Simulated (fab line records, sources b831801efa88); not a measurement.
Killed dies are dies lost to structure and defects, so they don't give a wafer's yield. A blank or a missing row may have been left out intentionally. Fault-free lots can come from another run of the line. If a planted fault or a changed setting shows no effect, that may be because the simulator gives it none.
fab line records    flow gf180mcu
record: lots: 5  wafers: 27
route steps=602 shown STI@15 POLY_GATE@157 HV_LDD@232 V1@337 M3@409 M4@457
start-h: hours from the record's opening day to when the first of the lot's shown wafers began    wait-h: hours elapsed since this lot's preceding step    " as in the row above    L1.1+2: a row that stands for several wafers    - value missing, or start not given    * or withheld: withheld    < > ~ a bound
route shown NAME@n: NAME is a module with steps in the file, n the number in the route of the first one    usual: the fault-free wafers' mean and standard deviation    same: alike in all rows    chamber/n: place in a boat    sites: each site's reading    _std_site: how widely they spread, as a standard deviation    _edge_site: inner sites' mean taken away from outer sites' mean    radius-mm: how far each site lies from the wafer's centre    mask NAME#n: copy n    behind: the last tool/chamber to shape the wafer    hold: why the lot went on hold/how many hours it stayed there/how the hold came to an end    device: the transistor (n, p or np) that didn't switch    end of line: the tests these same wafers got at the end of their route    a step given without rows: its recipe and nothing more    killed: the dies lost at the first sort to structure and to defects; this is not the yield of the wafer    map: shows each die of a wafer: x if killed, . if not, _ if none is there
set.NAME: the run value of the setting; set.NAME@STEP: its run value at that earlier step    model.NAME: the simulator's own value behind a step, which no gauge read
one table per step and one row per wafer, for lots whose settings were changed on purpose
== steps ==
step: GF_STI_ETCH_14
recipe: target: Si  chemistry: HBr/Cl2/O2  target-depth-nm: 360  icp-w: 600  bias-w: 150  pressure-mtorr: 15  HBr_flow_sccm: 150  Cl2_flow_sccm: 40  O2_flow_sccm: 6  time-s: 102.9
lot.wafer  tool       chamber  start-h  wait-h  set.time-s  model.STI.feature-depth-nm  model.KrF_of_STI_COAT_07.thk-nm
L075.1     rie-si-01  3        31.37    0.0     102.9       364.1                       303.8
L075.2     "          2        "        "       155.3       551.5                       241.3
L075.3     "          1        "        "       102.9       356.3                       305.5
L075.4     "          0        "        "       102.9       361.2                       308.2
L075.5     "          3        "        "       155.3       555.2                       241.4
L075.6     "          0        "        "       155.3       542.4                       249.7
L076.1     rie-si-01  2        36.63    0.0     49.98       174.8                       374.9
L076.2     "          0        "        "       102.9       353.9                       317.1
L076.3     "          1        "        "       102.9       353.4                       316
L076.4     "          3        "        "       49.98       177                         372
L076.5     "          3        "        "       49.98       174.7                       376.4
L076.6     "          2        "        "       102.9       358.4                       312.4
L077.1     rie-si-02  2        40.07    0.0     102.9       355.2                       314.4
L077.2     "          1        "        "       102.9       370.1                       304.5
L077.3     "          3        "        "       102.9       364.8                       310.3
L077.4     "          0        "        "       102.9       362.4                       310.7
L077.5     "          1        "        "       102.9       370                         304.4
L077.6     "          2        "        "       102.9       357.4                       307.6
L082.2     rie-si-02  1        72.22    0.0     102.9       363.3                       309.6
L082.3     "          2        "        "       102.9       356.4                       311.4
L082.4     "          3        "        "       102.9       359.7                       308.5
L084.1     rie-si-01  1        81.42    0.0     102.9       356.3                       316
L084.2     "          2        "        "       102.9       359                         312.1
L084.3     "          0        "        "       155.8       542.6                       252.7
L084.4     "          2        "        "       155.8       546.7                       249.5
L084.5     "          0        "        "       102.9       358.9                       309.9
L084.6     "          1        "        "       155.8       537.8                       257
step: GF_STI_STRIP_15
recipe: chemistry: O2/N2  power-w: 1400  pressure-mtorr: 1500  platen-temp-c: 250  o2-flow-sccm: 3000  n2-flow-sccm: 300  overash-fraction: 0.5
usual: oes-product-au: 0.379/0.0044  strip-time-to-endpoint-s: 3.62/0.042
lot.wafer  tool             chamber  start-h  wait-h  set.time-s@STI_ETCH_14  oes-product-au  strip-time-to-endpoint-s
L075.1     plasma-asher-04  0        31.44    0.0     102.9                   0.377           3.56
L075.2     "                1        "        "       155.3                   0.354           2.89
L075.3     "                0        "        "       102.9                   0.382           3.58
L075.4     "                1        "        "       102.9                   0.376           3.61
L075.5     "                1        "        "       155.3                   0.345           2.88
L075.6     "                0        "        "       155.3                   0.347           2.98
L076.1     plasma-asher-02  0        36.71    0.0     49.98                   0.404           4.31
L076.2     "                1        "        "       102.9                   0.377           3.71
L076.3     "                1        "        "       102.9                   0.376           3.68
L076.4     "                0        "        "       49.98                   0.411           4.27
L076.5     "                1        "        "       49.98                   0.405           4.32
L076.6     "                0        "        "       102.9                   0.381           3.64
L077.1     plasma-asher-04  0        40.15    0.0     102.9                   0.376           3.67
L077.2     "                1        "        "       102.9                   0.374           3.58
L077.3     "                1        "        "       102.9                   0.388           3.64
L077.4     "                0        "        "       102.9                   0.379           3.64
L077.5     "                0        "        "       102.9                   0.385           3.56
L077.6     "                1        "        "       102.9                   0.374           3.59
L082.2     plasma-asher-04  0        72.30    0.0     102.9                   0.380           3.62
L082.3     "                0        "        "       102.9                   0.386           3.64
L082.4     "                1        "        "       102.9                   0.380           3.60
L084.1     plasma-asher-03  1        81.50    0.0     102.9                   0.384           3.69
L084.2     "                0        "        "       102.9                   0.381           3.67
L084.3     "                0        "        "       155.8                   0.355           3.03
L084.4     "                1        "        "       155.8                   0.355           2.97
L084.5     "                0        "        "       102.9                   0.378           3.63
L084.6     "                1        "        "       155.8                   0.360           3.06
step: GF_POLY_GATE_CVD_00
recipe: material: poly-Si  target-thk-nm: 200  temp-c: 620  time-s: 1200  pressure-mtorr: 200
lot.wafer  tool      chamber  start-h  wait-h  set.time-s  model.poly-Si_of_POLY_GATE_CVD_00.thk-nm
L075.1     -         -        -        0.0     1872        313
L075.2     "         -        "        "       1872        310.6
L075.3     "         -        "        "       1872        311.4
L075.4     "         -        "        "       1872        311.6
L075.5     "         -        "        "       1872        311
L075.6     "         -        "        "       1872        311.2
L076.1     -         -        -        0.0     767.5       127.3
L076.2     "         -        "        "       767.5       127.2
L076.3     "         -        "        "       767.5       129
L076.4     "         -        "        "       767.5       127.8
L076.5     "         -        "        "       767.5       127.6
L076.6     "         -        "        "       767.5       128.2
L077.1     -         -        -        0.0     832.6       142
L077.2     "         -        "        "       832.6       140.6
L077.3     "         -        "        "       832.6       139.3
L077.4     "         -        "        "       832.6       141.4
L077.5     "         -        "        "       832.6       143
L077.6     "         -        "        "       832.6       142.8
L082.2     lpcvd-02  0        243.68   0.0     1200        194.2
L082.3     "         0        "        "       1200        195.4
L082.4     "         0        "        "       1200        193.9
L084.1     -         -        -        0.0     655.2       108
L084.2     "         -        "        "       655.2       107.4
L084.3     "         -        "        "       655.2       105.8
L084.4+5   "         -        "        "       655.2       109.1
L084.6     "         -        "        "       655.2       107.1
step: GF_POLY_GATE_THK_MEAS_01
recipe: reads: poly-Si_of_POLY_GATE_CVD_00
usual: POLY_GATE_CVD_00_THK: 199.6/2.2
lot.wafer  tool           chamber  start-h  wait-h  set.time-s@POLY_GATE_CVD_00  POLY_GATE_CVD_00_THK[nm]
L075.1     film-metro-01  -        -        -       1872                         313.0
L075.2     "              -        "        "       1872                         310.6
L075.3     "              -        "        "       1872                         311.3
L075.4     "              -        "        "       1872                         311.9
L075.5     "              -        "        "       1872                         310.9
L075.6     "              -        "        "       1872                         311.5
L076.1     film-metro-03  -        -        -       767.5                        127.4
L076.2     "              -        "        "       767.5                        127.1
L076.3     "              -        "        "       767.5                        129.0
L076.4     "              -        "        "       767.5                        127.8
L076.5     "              -        "        "       767.5                        127.5
L076.6     "              -        "        "       767.5                        128.2
L077.1     film-metro-04  -        -        -       832.6                        142.1
L077.2     "              -        "        "       832.6                        140.6
L077.3     "              -        "        "       832.6                        139.3
L077.4     "              -        "        "       832.6                        141.4
L077.5     "              -        "        "       832.6                        143.0
L077.6     "              -        "        "       832.6                        142.8
L082.2     film-metro-03  -        245.03   0.0     1200                         194.3
L082.3     "              -        "        "       1200                         195.4
L082.4     "              -        "        "       1200                         194.0
L084.1     film-metro-03  -        -        -       655.2                        108.0
L084.2     "              -        "        "       655.2                        107.4
L084.3     "              -        "        "       655.2                        105.9
L084.4     "              -        "        "       655.2                        109.1
L084.5     "              -        "        "       655.2                        109.1
L084.6     "              -        "        "       655.2                        107.1
step: GF_POLY_GATE_OXIDATION_16
recipe: temp-c: 850  ambient: O2  stabilise-s: 600  purge-s: 300  target-thk-a: 40  ox-time-s: 899
lot.wafer  tool        chamber  start-h  wait-h  set.ox-time-s  model.SiO2_of_POLY_GATE_OXIDATION_16.thk-nm
L075.1     -           -        -        0.5     397.1          2.147
L075.2     "           -        "        "       397.1          2.175
L075.3     "           -        "        "       397.1          2.222
L075.4     "           -        "        "       397.1          2.139
L075.5     "           -        "        "       397.1          2.171
L075.6     "           -        "        "       397.1          2.128
L077.1     -           -        -        0.0     1268           5.212
L077.2     "           -        "        "       1268           5.202
L077.3     "           -        "        "       1268           5.211
L077.4     "           -        "        "       1268           5.216
L077.5     "           -        "        "       1268           5.17
L077.6     "           -        "        "       1268           5.183
L076.1     -           -        -        0.0     478.2          2.516
L076.2     "           -        "        "       478.2          2.533
L076.3     "           -        "        "       478.2          2.532
L076.4     "           -        "        "       478.2          2.474
L076.5     "           -        "        "       478.2          2.49
L076.6     "           -        "        "       478.2          2.493
L082.2     furnace-01  0        264.29   0.0     899            4.048
L082.3     "           0        "        "       899            3.964
L082.4     "           0        "        "       899            4.026
L084.1     -           -        -        0.6     1334           5.296
L084.2     "           -        "        "       1334           5.372
L084.3     "           -        "        "       1334           5.438
L084.4     "           -        "        "       1334           5.337
L084.5     "           -        "        "       1334           5.34
L084.6     "           -        "        "       1334           5.361
step: GF_POLY_GATE_THK_MEAS_17
recipe: reads: SiO2_of_POLY_GATE_OXIDATION_16
usual: POLY_GATE_OXIDATION_THK: 4.00/0.086
lot.wafer  tool           chamber  start-h  wait-h  set.ox-time-s@POLY_GATE_OXIDATION_16  POLY_GATE_OXIDATION_THK[nm]
L075.1     film-metro-04  -        -        -       397.1                                 2.12
L075.2     "              -        "        "       397.1                                 2.18
L075.3     "              -        "        "       397.1                                 2.19
L075.4     "              -        "        "       397.1                                 2.14
L075.5     "              -        "        "       397.1                                 2.18
L075.6     "              -        "        "       397.1                                 2.16
L077.1     film-metro-01  -        -        -       1268                                  5.21
L077.2     "              -        "        "       1268                                  5.19
L077.3     "              -        "        "       1268                                  5.22
L077.4     "              -        "        "       1268                                  5.20
L077.5     "              -        "        "       1268                                  5.19
L077.6     "              -        "        "       1268                                  5.22
L076.1     film-metro-04  -        -        -       478.2                                 2.50
L076.2     "              -        "        "       478.2                                 2.52
L076.3     "              -        "        "       478.2                                 2.51
L076.4     "              -        "        "       478.2                                 2.55
L076.5     "              -        "        "       478.2                                 2.50
L076.6     "              -        "        "       478.2                                 2.52
L082.2     film-metro-01  -        265.55   0.0     899                                   4.01
L082.3     "              -        "        "       899                                   3.99
L082.4     "              -        "        "       899                                   4.03
L084.1     film-metro-04  -        -        -       1334                                  5.29
L084.2     "              -        "        "       1334                                  5.35
L084.3     "              -        "        "       1334                                  5.54
L084.4     "              -        "        "       1334                                  5.37
L084.5     "              -        "        "       1334                                  5.30
L084.6     "              -        "        "       1334                                  5.35
step: GF_HV_LDD_CVD_56
recipe: material: Si3N4  precursor: DCS/NH3  target-thk-nm: 90  temp-c: 770  time-s: 1543  pressure-mtorr: 250
lot.wafer  tool      chamber  start-h  wait-h  set.time-s  model.Si3N4_of_HV_LDD_CVD_56.thk-nm
L075.1     -         -        -        0.1     1839        108.3
L075.2+3   "         -        "        "       1839        107.6
L075.4     "         -        "        "       1839        107.8
L075.5     "         -        "        "       1839        107.4
L075.6     "         -        "        "       1839        108.1
L077.1     -         -        -        0.1     2462        144.4
L077.2+5   "         -        "        "       2462        144.3
L077.3     "         -        "        "       2462        145.4
L077.4     "         -        "        "       2462        144.1
L077.6     "         -        "        "       2462        144.7
L076.1     -         -        -        0.1     744.6       44.93
L076.2     "         -        "        "       744.6       45.3
L076.3     "         -        "        "       744.6       44.38
L076.4     "         -        "        "       744.6       44.44
L076.5     "         -        "        "       744.6       44.75
L076.6     "         -        "        "       744.6       45.01
L082.2     lpcvd-01  0        350.30   0.0     1543        89.7
L082.3     "         0        "        "       1543        89.2
L082.4     "         0        "        "       1543        90.03
L084.1     -         -        -        0.1     2456        143.3
L084.2+6   "         -        "        "       2456        143.6
L084.3     "         -        "        "       2456        143.8
L084.4+5   "         -        "        "       2456        143.4
step: GF_HV_LDD_THK_MEAS_57
recipe: reads: Si3N4_of_HV_LDD_CVD_56
usual: HV_LDD_CVD_56_THK: 90.3/0.71
lot.wafer  tool           chamber  start-h  wait-h  set.time-s@HV_LDD_CVD_56  HV_LDD_CVD_56_THK[nm]
L075.1     film-metro-01  -        -        -       1839                      108.3
L075.2     "              -        "        "       1839                      107.6
L075.3     "              -        "        "       1839                      107.6
L075.4     "              -        "        "       1839                      107.7
L075.5     "              -        "        "       1839                      107.3
L075.6     "              -        "        "       1839                      108.1
L077.1     film-metro-01  -        -        -       2462                      144.4
L077.2     "              -        "        "       2462                      144.3
L077.3     "              -        "        "       2462                      145.4
L077.4     "              -        "        "       2462                      144.1
L077.5     "              -        "        "       2462                      144.4
L077.6     "              -        "        "       2462                      144.8
L076.1     film-metro-03  -        -        -       744.6                     44.9
L076.2     "              -        "        "       744.6                     45.3
L076.3     "              -        "        "       744.6                     44.4
L076.4     "              -        "        "       744.6                     44.5
L076.5     "              -        "        "       744.6                     44.7
L076.6     "              -        "        "       744.6                     45.0
L082.2     film-metro-03  -        351.74   0.0     1543                      89.7
L082.3     "              -        "        "       1543                      89.1
L082.4     "              -        "        "       1543                      90.0
L084.1     film-metro-02  -        -        -       2456                      143.4
L084.2     "              -        "        "       2456                      143.6
L084.3     "              -        "        "       2456                      143.7
L084.4     "              -        "        "       2456                      143.3
L084.5     "              -        "        "       2456                      143.4
L084.6     "              -        "        "       2456                      143.6
step: GF_HV_LDD_ETCHBACK_58
recipe: chemistry: CH3F/O2  target: Si3N4  stop-on: SiO2  source-w: 400  bias-w: 80  pressure-mtorr: 25  ch3f-flow-sccm: 40  O2_flow_sccm: 30  time-s: 100  target-depth-a: 900
usual: oes-product-au: 0.844/0.0056
lot.wafer  tool         chamber  start-h  wait-h  set.time-s@HV_LDD_CVD_56  oes-product-au  model.etch.depth-nm
L075.1     rie-diel-02  1        292.00   0.1     1839                      0.937           -
L075.2     "            2        "        "       1839                      0.935           107.6
L075.3     "            0        "        "       1839                      0.933           -
L075.4     "            3        "        "       1839                      0.937           -
L075.5     "            3        "        "       1839                      0.941           -
L075.6     "            2        "        "       1839                      0.928           -
L077.1     rie-diel-03  0        304.96   0.1     2462                      1.004           -
L077.2     "            3        "        "       2462                      0.997           -
L077.3     "            2        "        "       2462                      0.998           -
L077.4     "            1        "        "       2462                      1.004           -
L077.5     "            2        "        "       2462                      1.000           -
L077.6     "            1        "        "       2462                      0.990           -
L076.1     rie-diel-01  3        306.25   0.1     744.6                     0.610           -
L076.2     "            1        "        "       744.6                     0.618           -
L076.3     "            2        "        "       744.6                     0.608           -
L076.4     "            0        "        "       744.6                     0.607           -
L076.5     "            2        "        "       744.6                     0.612           44.75
L076.6     "            3        "        "       744.6                     0.610           -
L082.2     rie-diel-02  0        351.79   0.0     1543                      0.832           89.7
L082.3     "            1        "        "       1543                      0.839           89.2
L082.4     "            3        "        "       1543                      0.836           90.03
L084.1     rie-diel-03  2        359.19   0.1     2456                      1.016           -
L084.2     "            1        "        "       2456                      1.009           -
L084.3     "            3        "        "       2456                      1.006           -
L084.4     "            1        "        "       2456                      1.007           -
L084.5     "            3        "        "       2456                      1.005           -
L084.6     "            2        "        "       2456                      1.006           -
step: GF_V1_CVD_02
recipe: material: SiO2  target-thk-nm: 850  precursor: TEOS  temp-c: 400  time-s: 94.851  rf-w: 600
lot.wafer  tool      chamber  start-h  wait-h  set.time-s  model.SiO2_of_V1_CVD_02.thk-nm
L075.1     pecvd-03  1        403.35   0.1     133.9       1183
L075.2     "         0        "        "       94.851      856.8
L075.3     "         2        "        "       133.9       1181
L075.4     "         2        "        "       94.851      850.1
L075.5     "         1        "        "       94.851      845.3
L075.6     "         0        "        "       133.9       1229
L077.1     pecvd-04  0        419.01   0.1     76.39       669.8
L077.2     "         2        "        "       94.851      833
L077.3     "         1        "        "       94.851      845.9
L077.4     "         2        "        "       76.39       679.4
L077.5     "         1        "        "       94.851      840.3
L077.6     "         0        "        "       76.39       692.1
L076.1     pecvd-02  2        421.14   0.1     94.851      836.4
L076.2     "         1        "        "       142.6       1269
L076.3     "         0        "        "       142.6       1263
L076.4     "         1        "        "       94.851      848.1
L076.5     "         2        "        "       94.851      847.3
L076.6     "         0        "        "       142.6       1287
L082.2     pecvd-02  0        473.36   0.0     94.851      861.9
L082.3     "         2        "        "       94.851      860.1
L082.4     "         2        "        "       94.851      872.2
L084.1     pecvd-02  1        481.89   0.1     119.5       1083
L084.2     "         2        "        "       94.851      853.5
L084.3     "         0        "        "       94.851      848.5
L084.4     "         0        "        "       94.851      863.7
L084.5     "         2        "        "       119.5       1086
L084.6     "         1        "        "       119.5       1090
step: GF_V1_THK_MEAS_03
recipe: reads: SiO2_of_V1_CVD_02
usual: V1_CVD_02_THK: 849/11
lot.wafer  tool           chamber  start-h  wait-h  set.time-s@V1_CVD_02  V1_CVD_02_THK[nm]
L075.1     film-metro-02  -        403.42   0.0     133.9                 1184
L075.2     "              -        "        "       94.851                857
L075.3     "              -        "        "       133.9                 1181
L075.4     "              -        "        "       94.851                851
L075.5     "              -        "        "       94.851                845
L075.6     "              -        "        "       133.9                 1229
L077.1     film-metro-02  -        419.08   0.0     76.39                 670
L077.2     "              -        "        "       94.851                834
L077.3     "              -        "        "       94.851                846
L077.4     "              -        "        "       76.39                 679
L077.5     "              -        "        "       94.851                840
L077.6     "              -        "        "       76.39                 693
L076.1     film-metro-02  -        421.21   0.0     94.851                836
L076.2     "              -        "        "       142.6                 1269
L076.3     "              -        "        "       142.6                 1263
L076.4     "              -        "        "       94.851                848
L076.5     "              -        "        "       94.851                848
L076.6     "              -        "        "       142.6                 1287
L082.2     film-metro-03  -        473.44   0.0     94.851                861
L082.3     "              -        "        "       94.851                860
L082.4     "              -        "        "       94.851                872
L084.1     film-metro-03  -        481.96   0.0     119.5                 1084
L084.2     "              -        "        "       94.851                853
L084.3     "              -        "        "       94.851                849
L084.4     "              -        "        "       94.851                864
L084.5     "              -        "        "       119.5                 1086
L084.6     "              -        "        "       119.5                 1089
step: GF_V1_CMP_04
recipe: material: SiO2  down-force-psi: 4  platen-rpm: 60  pad-velocity-m-s: 0.94248
usual: time-to-endpoint-s: 83/5.2
lot.wafer  tool    chamber  start-h  wait-h  set.time-s@V1_CVD_02  time-to-endpoint-s
L075.3     cmp-02  0        403.48   0.0     133.9                 205
L075.4     "       1        "        "       94.851                84
L075.2     "       2        "        "       94.851                87
L075.1     "       3        "        "       133.9                 205
L075.6     "       0        "        "       133.9                 224
L075.5     "       1        "        "       94.851                83
L077.1     cmp-02  0        419.14   0.1     76.39                 14
L077.2     "       1        "        "       94.851                76
L077.3     "       2        "        "       94.851                81
L077.4     "       3        "        "       76.39                 16
L077.6     "       0        "        "       76.39                 22
L077.5     "       1        "        "       94.851                80
L076.4     cmp-01  2        421.27   0.0     94.851                79
L076.1     "       3        "        "       94.851                78
L076.2     "       0        "        "       142.6                 244
L076.3     "       1        "        "       142.6                 227
L076.5     "       2        "        "       94.851                81
L076.6     "       3        "        "       142.6                 242
L082.2     cmp-01  3        473.49   0.0     94.851                84
L082.4     "       0        "        "       94.851                93
L082.3     "       1        "        "       94.851                85
L084.4     cmp-01  3        482.02   0.0     94.851                87
L084.2     "       0        "        "       94.851                89
L084.1     "       1        "        "       119.5                 170
L084.3     "       2        "        "       94.851                81
L084.6     "       3        "        "       119.5                 172
L084.5     "       0        "        "       119.5                 180
step: GF_M3_SPUTTER_00
recipe: material: Ti  target-thk-nm: 37.5  arriving-ion-energy-ev: 80  substrate-temp-c: 200  chamber-pressure-pa: 2  power-w: 4000  time-s: 150
lot.wafer  tool            chamber  start-h  wait-h  set.time-s  model.Ti_of_M3_SPUTTER_00.thk-nm
L075.1     pvd-sputter-01  -        481.02   0.1     150         37.22
L075.2     "               -        "        "       150         36.91
L075.3     "               -        "        "       98.94       24.19
L075.4     "               -        "        "       98.94       24.3
L075.5     "               -        "        "       150         37.18
L075.6     "               -        "        "       98.94       24.51
L077.1     pvd-sputter-02  -        496.52   0.2     95.06       24.27
L077.2     "               -        "        "       95.06       23.84
L077.3     "               -        "        "       95.06       23.87
L077.4     "               -        "        "       150         38.01
L077.5     "               -        "        "       150         38.44
L077.6     "               -        "        "       150         37.5
L076.1     pvd-sputter-01  -        498.12   0.2     150         37.28
L076.2     "               -        "        "       183.1       45.47
L076.3     "               -        "        "       150         37.23
L076.4     "               -        "        "       183.1       45.7
L076.5     "               -        "        "       150         37.05
L076.6     "               -        "        "       183.1       45.95
L082.2     pvd-sputter-01  -        548.42   0.1     150         37.78
L082.3     "               -        "        "       150         37.26
L082.4     "               -        "        "       150         37.54
L084.1     pvd-sputter-01  -        556.27   0.1     238.4       58.91
L084.2     "               -        "        "       238.4       59.2
L084.3     "               -        "        "       150         37.26
L084.4     "               -        "        "       150         36.96
L084.5     "               -        "        "       150         37.18
L084.6     "               -        "        "       238.4       59.28
step: GF_M4_SPUTTER_01
recipe: material: TiN  target-thk-nm: 30  power-w: 6500  time-s: 25  chamber-pressure-pa: 0.4
lot.wafer  tool            chamber  start-h  wait-h  set.time-s  model.TiN_of_M4_SPUTTER_01.thk-nm
L075.1     pvd-sputter-03  -        530.57   0.1     25          29.68
L075.2     "               -        "        "       25          29.5
L075.3     "               -        "        "       25          29.59
L075.4     "               -        "        "       25          29.82
L075.5     "               -        "        "       25          29.42
L075.6     "               -        "        "       25          29.75
L077.1     pvd-sputter-03  -        545.59   0.1     25          30.45
L077.2     "               -        "        "       19.38       23.32
L077.3     "               -        "        "       25          30.39
L077.4     "               -        "        "       25          30.06
L077.5     "               -        "        "       19.38       23.46
L077.6     "               -        "        "       19.38       23.1
L076.1     pvd-sputter-01  -        547.58   0.1     29.68       35.66
L076.2     "               -        "        "       25          30.19
L076.3     "               -        "        "       25          29.62
L076.4     "               -        "        "       29.68       35.19
L076.5     "               -        "        "       25          29.85
L076.6     "               -        "        "       29.68       35.68
L082.2     pvd-sputter-03  -        595.28   0.1     25          30.14
L082.3     "               -        "        "       25          29.95
L082.4     "               -        "        "       25          30.27
L084.1     pvd-sputter-03  -        601.92   0.1     25          30.09
L084.2+5   "               -        "        "       25          29.99
L084.3     "               -        "        "       20.1        23.9
L084.4     "               -        "        "       20.1        23.69
L084.6     "               -        "        "       20.1        23.85
== key ==
split: step: GF_STI_ETCH_14  setting: time-s  stated: 102.9  by: wafer
response: step: GF_STI_ETCH_14  reading: model.STI.feature-depth-nm  change: +3.6  per: 1%  r: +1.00
response: step: GF_STI_ETCH_14  reading: model.KrF_of_STI_COAT_07.thk-nm  change: -1.17  per: 1%  r: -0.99
response: step: GF_STI_STRIP_15  reading: oes-product-au  change: -0.000542  per: 1%  r: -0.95
response: step: GF_STI_STRIP_15  reading: strip-time-to-endpoint-s  change: *  per: 1%  r: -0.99
split: step: GF_POLY_GATE_CVD_00  setting: time-s  stated: 1200  by: lot
response: step: GF_POLY_GATE_CVD_00  reading: model.poly-Si_of_POLY_GATE_CVD_00.thk-nm  change: +1.99  per: 1%  r: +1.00
response: step: GF_POLY_GATE_THK_MEAS_01  reading: POLY_GATE_CVD_00_THK  change: +1.99  per: 1%  r: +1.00
split: step: GF_POLY_GATE_OXIDATION_16  setting: ox-time-s  stated: 899  by: lot
response: step: GF_POLY_GATE_OXIDATION_16  reading: model.SiO2_of_POLY_GATE_OXIDATION_16.thk-nm  change: +0.0307  per: 1%  r: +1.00
response: step: GF_POLY_GATE_THK_MEAS_17  reading: POLY_GATE_OXIDATION_THK  change: +0.0307  per: 1%  r: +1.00
split: step: GF_HV_LDD_CVD_56  setting: time-s  stated: 1543  by: lot
response: step: GF_HV_LDD_CVD_56  reading: model.Si3N4_of_HV_LDD_CVD_56.thk-nm  change: +0.895  per: 1%  r: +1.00
response: step: GF_HV_LDD_THK_MEAS_57  reading: HV_LDD_CVD_56_THK  change: +0.895  per: 1%  r: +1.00
response: step: GF_HV_LDD_ETCHBACK_58  reading: oes-product-au  change: +0.00349  per: 1%  r: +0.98
response: step: GF_HV_LDD_ETCHBACK_58  reading: model.etch.depth-nm  change: +0.879  per: 1%  r: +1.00
split: step: GF_V1_CVD_02  setting: time-s  stated: 94.851  by: wafer
response: step: GF_V1_CVD_02  reading: model.SiO2_of_V1_CVD_02.thk-nm  change: +8.52  per: 1%  r: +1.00
response: step: GF_V1_THK_MEAS_03  reading: V1_CVD_02_THK  change: +8.52  per: 1%  r: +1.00
response: step: GF_V1_CMP_04  reading: time-to-endpoint-s  change: *  per: 1%  r: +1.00
split: step: GF_M3_SPUTTER_00  setting: time-s  stated: 150  by: wafer
response: step: GF_M3_SPUTTER_00  reading: model.Ti_of_M3_SPUTTER_00.thk-nm  change: +0.376  per: 1%  r: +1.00
split: step: GF_M4_SPUTTER_01  setting: time-s  stated: 25  by: wafer
response: step: GF_M4_SPUTTER_01  reading: model.TiN_of_M4_SPUTTER_01.thk-nm  change: +0.31  per: 1%  r: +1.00
